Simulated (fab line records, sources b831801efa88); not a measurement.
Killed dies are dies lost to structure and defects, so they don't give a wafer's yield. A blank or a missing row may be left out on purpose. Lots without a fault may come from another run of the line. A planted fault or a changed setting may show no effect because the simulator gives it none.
Which tool did it? | flow sky130 | 10 lots, 30 wafers sampled, at 3 steps of a route of 708

WHAT THE GAUGES READ, wafer by wafer
SKY_METAL2_RS_MEAS_05: measures by four-point-probe.
lot  | measured     | on            | METAL2_ALCU_RS (ohm/sq)
L691 | day 34 03:49 | film_metro-03 | 0.1255 0.1286 0.1258
L696 | day 37 09:03 | film_metro-01 | 0.1259 0.1264 0.1270
L699 | day 37 10:02 | film_metro-03 | 0.1282 0.1272 0.1268
L698 | day 37 10:22 | film_metro-04 | 0.1248 0.1270 0.1270
L704 | day 38 14:59 | film_metro-03 | 0.1285 0.1275 0.1260
L705 | day 38 15:15 | film_metro-01 | 0.1289 0.1279 0.1285
L709 | day 40 05:10 | film_metro-03 | 0.1272 0.1258 0.1280
L710 | day 40 05:47 | film_metro-03 | 0.1257 0.1293 0.1265
L711 | day 40 08:46 | film_metro-04 | 0.1270 0.1251 0.1252
L712 | day 40 20:46 | film_metro-03 | 0.1260 0.1252 0.1280

SKY_METAL2_OVL_MEAS_16.
lot  | measured     | on         | METAL2_OVL (nm)
L691 | day 35 06:55 | overlay-02 | 11 8 -4
L696 | day 38 11:13 | overlay-01 | -7 -6 -12
L699 | day 38 11:52 | overlay-01 | -4 1 -5
L698 | day 38 12:13 | overlay-01 | -3 -3 -5
L704 | day 39 15:55 | overlay-01 | -13 -5 -5
L705 | day 39 16:05 | overlay-01 | 2 -2 -6
L709 | day 41 05:01 | overlay-02 | 4 3 9
L710 | day 41 05:58 | overlay-01 | -5 1 4
L711 | day 41 08:49 | overlay-01 | -1 1 3
L712 | day 41 21:19 | overlay-01 | -1 -3 -5

WHICH TOOL RAN EACH LOT (tool, then ch and the chambers of the sampled wafers, then the start)
lot  | SKY_METAL2_SPUTTER_03
L691 | pvd_sputter-02, day 34 03:44
L696 | pvd_sputter-03, day 37 08:59
L699 | pvd_sputter-03, day 37 09:56
L698 | pvd_sputter-02, day 37 10:16
L704 | pvd_sputter-03, day 38 14:52
L705 | pvd_sputter-04, day 38 15:10
L709 | pvd_sputter-03, day 40 05:07
L710 | pvd_sputter-02, day 40 05:43
L711 | pvd_sputter-02, day 40 08:41
L712 | pvd_sputter-04, day 40 20:41
- SKY_METAL2_SPUTTER_03: material Ti, target thk 5 nm, time 3.3 s.

WHAT THE TOOLS THEMSELVES READ (means of the sampled wafers that have a number; where no wafer has one, the mark that the record gives instead)
SKY_METAL2_SPUTTER_03.
lot  | tool           | throttle_valve_pct (%)
L691 | pvd_sputter-02 | 30.5
L696 | pvd_sputter-03 | 31.2
L699 | pvd_sputter-03 | 30.3
L698 | pvd_sputter-02 | 30.7
L704 | pvd_sputter-03 | 31.6
L705 | pvd_sputter-04 | 30.2
L709 | pvd_sputter-03 | 29.7
L710 | pvd_sputter-02 | 30.8
L711 | pvd_sputter-02 | 30.9
L712 | pvd_sputter-04 | 30.7

THE ANSWER, worked out from the rows above alone
Rule: what is usual is taken from the lots themselves. Put in order of their means at a reading, lots are off if they are a third of the lots or fewer, leave a main group of 4 or more, and stand apart from it by a gap of 3 or more times the standard deviation of the main group's means; of several such gaps the widest counts. A main group whose means are all the same, to the digits that the tables above print for the reading, isn't used. A lot without any number at a reading at which 4 lots or more have one is off too. The other lots that the step has rows for count as sound. The gauges are gone through in route order, then the tools' own readings, and for those a lot's mean is taken as printed above. The first step at which some lot is off is used, and at that step the reading that is off furthest; a lot without a number counts as furthest.
No lot is off at any reading shown: from this, nothing can be told.

WHAT THE SIMULATOR HAD PUT IN
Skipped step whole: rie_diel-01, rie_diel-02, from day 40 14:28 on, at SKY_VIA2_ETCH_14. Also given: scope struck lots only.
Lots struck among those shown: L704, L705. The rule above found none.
